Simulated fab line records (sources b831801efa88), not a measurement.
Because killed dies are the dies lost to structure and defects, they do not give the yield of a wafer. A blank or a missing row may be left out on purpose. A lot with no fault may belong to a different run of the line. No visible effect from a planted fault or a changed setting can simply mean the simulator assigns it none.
Which tool was responsible? ; flow sky130 ; Sampling: 9 lots, 27 wafers, 6 of 708 route steps

WHAT EACH GAUGE READ, for each wafer
SKY_CAPM_RS_MEAS_03: a four-point-probe measurement.
lot;measured;on;CAPM_TIN_RS (ohm/sq)
L785;day 37 18:29;film-metro-04;6.89 6.84 6.87
L786;day 38 06:14;film-metro-02;6.95 6.88 6.96
L788;day 38 17:55;film-metro-01;6.72 6.82 6.70
L789;day 39 03:11;film-metro-01;6.98 7.08 6.98
L791;day 39 16:34;film-metro-01;6.86 6.88 6.87
L792;day 39 19:22;film-metro-01;6.86 6.93 6.93
L796;day 41 10:00;film-metro-02;6.92 6.90 6.87
L799;day 41 18:22;film-metro-01;6.81 5.52 6.85
L804;day 43 02:20;film-metro-02;6.86 6.81 6.89

SKY_CAPM_THK_MEAS_04: measures by xrf.
lot;measured;on;CAPM_TIN_THK (nm)
L785;day 37 18:37;film-metro-04;202.1 203.9 201.7
L786;day 38 06:21;film-metro-02;197.5 201.1 198.3
L788;day 38 18:02;film-metro-01;204.7 202.1 204.0
L789;day 39 03:17;film-metro-01;198.7 195.7 197.5
L791;day 39 16:41;film-metro-01;202.1 200.9 202.0
L792;day 39 19:29;film-metro-01;201.0 199.8 199.3
L796;day 41 10:07;film-metro-02;201.0 201.0 202.0
L799;day 41 18:29;film-metro-01;201.9 248.1 202.0
L804;day 43 02:28;film-metro-02;201.3 202.7 200.1

WHICH TOOL RAN EACH LOT (tool, then ch and the chambers of the sampled wafers, then the start)
lot;SKY_VIA1_SPUTTER_20;SKY_METAL3_SPUTTER_01;SKY_METAL3_SPUTTER_03;SKY_CAPM_SPUTTER_02
L785;pvd-sputter-03, day 35 09:14;pvd-sputter-03, day 37 18:10;pvd-sputter-03, day 37 18:14;pvd-sputter-02, day 37 18:23
L786;pvd-sputter-02, day 35 20:29;pvd-sputter-01, day 38 05:53;pvd-sputter-01, day 38 05:58;pvd-sputter-03, day 38 06:07
L788;pvd-sputter-03, day 36 07:07;pvd-sputter-01, day 38 17:35;pvd-sputter-01, day 38 17:38;pvd-sputter-04, day 38 17:47
L789;pvd-sputter-02, day 36 18:45;pvd-sputter-04, day 39 02:49;pvd-sputter-04, day 39 02:53;pvd-sputter-02, day 39 03:02
L791;pvd-sputter-02, day 37 06:56;pvd-sputter-04, day 39 16:14;pvd-sputter-04, day 39 16:18;pvd-sputter-03, day 39 16:27
L792;pvd-sputter-02, day 37 09:08;pvd-sputter-01, day 39 19:01;pvd-sputter-01, day 39 19:05;pvd-sputter-02, day 39 19:15
L796;pvd-sputter-04, day 39 03:10;pvd-sputter-04, day 41 09:41;pvd-sputter-04, day 41 09:44;pvd-sputter-03, day 41 09:53
L799;pvd-sputter-03, day 39 11:32;pvd-sputter-01, day 41 17:59;pvd-sputter-01, day 41 18:04;pvd-sputter-02, day 41 18:13
L804;pvd-sputter-02, day 40 21:16;pvd-sputter-04, day 43 02:01;pvd-sputter-04, day 43 02:05;pvd-sputter-03, day 43 02:14
- SKY_VIA1_SPUTTER_20: material TiN, target thk 20 nm, time 80 s.
- SKY_METAL3_SPUTTER_01: material TiN, target thk 20 nm, time 16.7 s.
- SKY_METAL3_SPUTTER_03: material Ti, target thk 5 nm, time 3.3 s.
- SKY_CAPM_SPUTTER_02: material TiN, target thk 200 nm, time 166.7 s.

WHAT THE TOOLS THEMSELVES READ (means of the sampled wafers that have a number; where no wafer has one, the mark that the record gives instead)
SKY_VIA1_SPUTTER_20.
lot;tool;chamber-pressure-pa (Pa);throttle-valve-pct (%)
L785;pvd-sputter-03;5.005;30.1
L786;pvd-sputter-02;5.014;30.1
L788;pvd-sputter-03;4.991;30.2
L789;pvd-sputter-02;4.999;29.7
L791;pvd-sputter-02;5.003;29.9
L792;pvd-sputter-02;4.995;30.2
L796;pvd-sputter-04;5.008;30.5
L799;pvd-sputter-03;5.002;30.3
L804;pvd-sputter-02;5.000;30.6

SKY_METAL3_SPUTTER_01.
lot;tool;chamber-pressure-pa (Pa);throttle-valve-pct (%)
L785;pvd-sputter-03;0.3999;30.7
L786;pvd-sputter-01;0.3992;28.9
L788;pvd-sputter-01;0.3998;29.3
L789;pvd-sputter-04;0.4004;31.2
L791;pvd-sputter-04;0.3993;30.8
L792;pvd-sputter-01;0.3999;31.2
L796;pvd-sputter-04;0.4001;30.0
L799;pvd-sputter-01;0.4001;30.3
L804;pvd-sputter-04;0.3994;30.7

SKY_METAL3_SPUTTER_03.
lot;tool;chamber-pressure-pa (Pa);throttle-valve-pct (%)
L785;pvd-sputter-03;0.4003;30.4
L786;pvd-sputter-01;0.4001;28.7
L788;pvd-sputter-01;0.3999;29.2
L789;pvd-sputter-04;0.4003;31.2
L791;pvd-sputter-04;0.3998;30.8
L792;pvd-sputter-01;0.3996;31.3
L796;pvd-sputter-04;0.3994;30.0
L799;pvd-sputter-01;0.4003;30.3
L804;pvd-sputter-04;0.4004;30.8

SKY_CAPM_SPUTTER_02.
lot;tool;chamber-pressure-pa (Pa);throttle-valve-pct (%)
L785;pvd-sputter-02;0.4003;29.6
L786;pvd-sputter-03;0.3997;30.0
L788;pvd-sputter-04;0.4005;30.6
L789;pvd-sputter-02;0.4006;29.7
L791;pvd-sputter-03;0.3999;29.9
L792;pvd-sputter-02;0.3991;30.7
L796;pvd-sputter-03;0.3997;31.4
L799;pvd-sputter-02;0.4002;29.9
L804;pvd-sputter-03;0.3998;29.8

THE ANSWER, worked out from the rows above alone
Rule: what is usual is taken from the lots themselves. Put in order of their means at a reading, lots are off if they are a third of the lots or fewer, leave a main group of 4 or more, and stand apart from it by a gap of 3 or more times the standard deviation of the main group's means; of several such gaps the widest counts. A main group is skipped when, at the precision printed for the reading in the tables above, its means are all equal. A lot without any number at a reading at which 4 lots or more have one is off too. Where the step has rows for the other lots, those lots are counted as sound. After the gauges, taken in route order, come the tools' own readings; for these a lot's mean is taken, as printed above. The first step at which some lot is off is used, and at that step the reading that is off furthest; a lot without a number counts as furthest.
Off: L799, at SKY_CAPM_RS_MEAS_03 (CAPM_TIN_RS). For the main group the mean is 6.89 ohm/sq and the standard deviation 0.071.
If a tool, at a process step before that reading, ran all the lots that are off and no sound lot after the first of them, it fits. The gauges at SKY_CAPM_RS_MEAS_03 are tried like those tools. Can't be told from this: 4 tools fit, pvd-sputter-03 at SKY_VIA1_SPUTTER_20, pvd-sputter-01 at SKY_METAL3_SPUTTER_01 and SKY_METAL3_SPUTTER_03, pvd-sputter-02 at SKY_CAPM_SPUTTER_02, film-metro-01 at SKY_CAPM_RS_MEAS_03.

WHAT HAD BEEN PUT IN BY THE SIMULATOR
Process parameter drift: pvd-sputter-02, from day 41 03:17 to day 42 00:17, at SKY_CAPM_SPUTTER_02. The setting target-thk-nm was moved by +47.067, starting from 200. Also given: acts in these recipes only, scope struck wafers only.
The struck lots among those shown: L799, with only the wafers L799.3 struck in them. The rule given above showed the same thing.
